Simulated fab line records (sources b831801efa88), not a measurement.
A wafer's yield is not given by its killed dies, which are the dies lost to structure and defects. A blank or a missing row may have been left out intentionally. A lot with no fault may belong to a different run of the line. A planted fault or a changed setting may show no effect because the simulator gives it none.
Check for tools in common / flow sky130 / 33 wafers sampled across 11 lots

## WHAT PROMPTED THE OPENING
2 of 11 lots carry a flag on the reading SD_P_TW at SKY_SD_P_TW_MEAS_11. Fault-free wafers read 2833, with a standard deviation of 13.
Rule: a lot gets a flag if all its wafers with a number sit over 4 standard deviations from that mean, or if no wafer of it has a number. All remaining lots are regarded as sound.

lot=L993; measured=day 25 03:35; on=film metro-04; SD_P_TW, wafer by wafer=2850 2842 2857; flag=
lot=L996; measured=day 25 20:15; on=film metro-02; SD_P_TW, wafer by wafer=2856 2869 2867; flag=
lot=L102; measured=day 28 09:50; on=film metro-02; SD_P_TW, wafer by wafer=2559 2551 2571; flag=FLAGGED
lot=L104; measured=day 29 00:45; on=film metro-04; SD_P_TW, wafer by wafer=2589 2584 2576; flag=FLAGGED
lot=L105; measured=day 30 09:29; on=film metro-01; SD_P_TW, wafer by wafer=2838 2842 2846; flag=
lot=L108; measured=day 30 21:56; on=film metro-01; SD_P_TW, wafer by wafer=2833 2831 2837; flag=
lot=L110; measured=day 31 05:08; on=film metro-02; SD_P_TW, wafer by wafer=2831 2831 2859; flag=
lot=L113; measured=day 31 16:59; on=film metro-01; SD_P_TW, wafer by wafer=2814 2822 2814; flag=
lot=L114; measured=day 32 04:20; on=film metro-04; SD_P_TW, wafer by wafer=2831 2845 2820; flag=
lot=L115; measured=day 32 13:55; on=film metro-01; SD_P_TW, wafer by wafer=2834 2841 2844; flag=
lot=L116; measured=day 32 20:11; on=film metro-01; SD_P_TW, wafer by wafer=2832 2844 2840; flag=
Average over the flagged lots: 2572; offset from the usual -261, equal to -20 standard deviations.

## EACH LOT AND THE TOOL IT RAN ON
Before the reading, the record contains 3 process steps out of a 708-step route. Every cell lists first the tool, next ch and the chambers used by the sampled wafers, and last the start.
lot=L993; flag=; SKY_LDD_HVP_STRIP_09=plasma asher-04 ch 0,1, day 21 03:39; SKY_SD_P_IMPLANT_09=implanter-01 ch 0, day 25 03:20; SKY_SD_P_STRIP_10=plasma asher-04 ch 0,1, day 25 03:29
lot=L996; flag=; SKY_LDD_HVP_STRIP_09=plasma asher-04 ch 0,1, day 21 23:05; SKY_SD_P_IMPLANT_09=implanter-03 ch 0, day 25 20:02; SKY_SD_P_STRIP_10=plasma asher-04 ch 0,1, day 25 20:10
lot=L102; flag=FLAGGED; SKY_LDD_HVP_STRIP_09=plasma asher-01 ch 0,1, day 24 12:37; SKY_SD_P_IMPLANT_09=implanter-03 ch 0, day 28 09:37; SKY_SD_P_STRIP_10=plasma asher-04 ch 0,1, day 28 09:44
lot=L104; flag=FLAGGED; SKY_LDD_HVP_STRIP_09=plasma asher-01 ch 0,1, day 25 05:51; SKY_SD_P_IMPLANT_09=implanter-03 ch 0, day 29 00:32; SKY_SD_P_STRIP_10=plasma asher-04 ch 0,1, day 29 00:40
lot=L105; flag=; SKY_LDD_HVP_STRIP_09=plasma asher-01 ch 1, day 26 13:42; SKY_SD_P_IMPLANT_09=implanter-01 ch 0, day 30 09:05; SKY_SD_P_STRIP_10=plasma asher-02 ch 0, day 30 09:23
lot=L108; flag=; SKY_LDD_HVP_STRIP_09=plasma asher-04 ch 0,1, day 27 03:33; SKY_SD_P_IMPLANT_09=implanter-04 ch 0, day 30 21:42; SKY_SD_P_STRIP_10=plasma asher-03 ch 0,1, day 30 21:50
lot=L110; flag=; SKY_LDD_HVP_STRIP_09=plasma asher-04 ch 0,1, day 27 12:00; SKY_SD_P_IMPLANT_09=implanter-01 ch 0, day 31 04:54; SKY_SD_P_STRIP_10=plasma asher-04 ch 0, day 31 05:01
lot=L113; flag=; SKY_LDD_HVP_STRIP_09=plasma asher-03 ch 0,1, day 28 01:21; SKY_SD_P_IMPLANT_09=implanter-01 ch 0, day 31 16:44; SKY_SD_P_STRIP_10=plasma asher-03 ch 0,1, day 31 16:53
lot=L114; flag=; SKY_LDD_HVP_STRIP_09=plasma asher-04 ch 0,1, day 28 13:07; SKY_SD_P_IMPLANT_09=implanter-03 ch 0, day 32 04:05; SKY_SD_P_STRIP_10=plasma asher-02 ch 0,1, day 32 04:14
lot=L115; flag=; SKY_LDD_HVP_STRIP_09=plasma asher-01 ch 0,1, day 28 22:18; SKY_SD_P_IMPLANT_09=implanter-03 ch 0, day 32 13:40; SKY_SD_P_STRIP_10=plasma asher-04 ch 0,1, day 32 13:49
lot=L116; flag=; SKY_LDD_HVP_STRIP_09=plasma asher-04 ch 0,1, day 29 07:16; SKY_SD_P_IMPLANT_09=implanter-01 ch 0, day 32 19:56; SKY_SD_P_STRIP_10=plasma asher-03 ch 0,1, day 32 20:05
What the steps here do:
- SKY_LDD_HVP_STRIP_09: strips in O2/N2.
- SKY_SD_P_IMPLANT_09
- SKY_SD_P_STRIP_10: strips in O2/N2.
- SKY_SD_P_TW_MEAS_11

## FLAGGED AGAINST TOTAL, ONE TOOL AT A TIME (gauges that did the reading follow at the end)
step=SKY_LDD_HVP_STRIP_09; tool=plasma asher-01; lots run=4; flagged=2; share of the flagged lots=all; sound lots run after its first flagged lot=2 (L105,L115)
step=SKY_LDD_HVP_STRIP_09; tool=plasma asher-03; lots run=1; flagged=0; share of the flagged lots=none; sound lots run after its first flagged lot=-
step=SKY_LDD_HVP_STRIP_09; tool=plasma asher-04; lots run=6; flagged=0; share of the flagged lots=none; sound lots run after its first flagged lot=-
step=SKY_SD_P_IMPLANT_09; tool=implanter-01; lots run=5; flagged=0; share of the flagged lots=none; sound lots run after its first flagged lot=-
step=SKY_SD_P_IMPLANT_09; tool=implanter-03; lots run=5; flagged=2; share of the flagged lots=all; sound lots run after its first flagged lot=2 (L114,L115)
step=SKY_SD_P_IMPLANT_09; tool=implanter-04; lots run=1; flagged=0; share of the flagged lots=none; sound lots run after its first flagged lot=-
step=SKY_SD_P_STRIP_10; tool=plasma asher-02; lots run=2; flagged=0; share of the flagged lots=none; sound lots run after its first flagged lot=-
step=SKY_SD_P_STRIP_10; tool=plasma asher-03; lots run=3; flagged=0; share of the flagged lots=none; sound lots run after its first flagged lot=-
step=SKY_SD_P_STRIP_10; tool=plasma asher-04; lots run=6; flagged=2; share of the flagged lots=all; sound lots run after its first flagged lot=2 (L110,L115)
step=SKY_SD_P_TW_MEAS_11; tool=film metro-01; lots run=5; flagged=0; share of the flagged lots=none; sound lots run after its first flagged lot=-
step=SKY_SD_P_TW_MEAS_11; tool=film metro-02; lots run=3; flagged=1; share of the flagged lots=some; sound lots run after its first flagged lot=1 (L110)
step=SKY_SD_P_TW_MEAS_11; tool=film metro-04; lots run=3; flagged=1; share of the flagged lots=some; sound lots run after its first flagged lot=1 (L114)

## WHAT THE TABLE PERMITS
In the table, 3 rows ran each flagged lot (plasma asher-01 at SKY_LDD_HVP_STRIP_09; implanter-03 at SKY_SD_P_IMPLANT_09; plasma asher-04 at SKY_SD_P_STRIP_10).
- plasma asher-01 at SKY_LDD_HVP_STRIP_09: 2 of its 4 lots flagged. Sound lots followed the first flagged one (L105, L115) on it, something a lasting fault affecting the whole tool could not allow.
- implanter-03 at SKY_SD_P_IMPLANT_09: 2 of its 5 lots flagged. Sound lots followed the first flagged one (L114, L115) on it, something a lasting fault affecting the whole tool could not allow. Its own readings lie more than 4 standard deviations out on every wafer of the flagged lots: beam energy keV.
- plasma asher-04 at SKY_SD_P_STRIP_10: 2 of its 6 lots flagged. Sound lots followed the first flagged one (L110, L115) on it, something a lasting fault affecting the whole tool could not allow. Its own readings lie more than 4 standard deviations out on every wafer of the flagged lots: strip time to endpoint s.
No row of the table ran every flagged lot and no sound lot after the first.

## WHAT THE SIMULATOR HAD PUT IN
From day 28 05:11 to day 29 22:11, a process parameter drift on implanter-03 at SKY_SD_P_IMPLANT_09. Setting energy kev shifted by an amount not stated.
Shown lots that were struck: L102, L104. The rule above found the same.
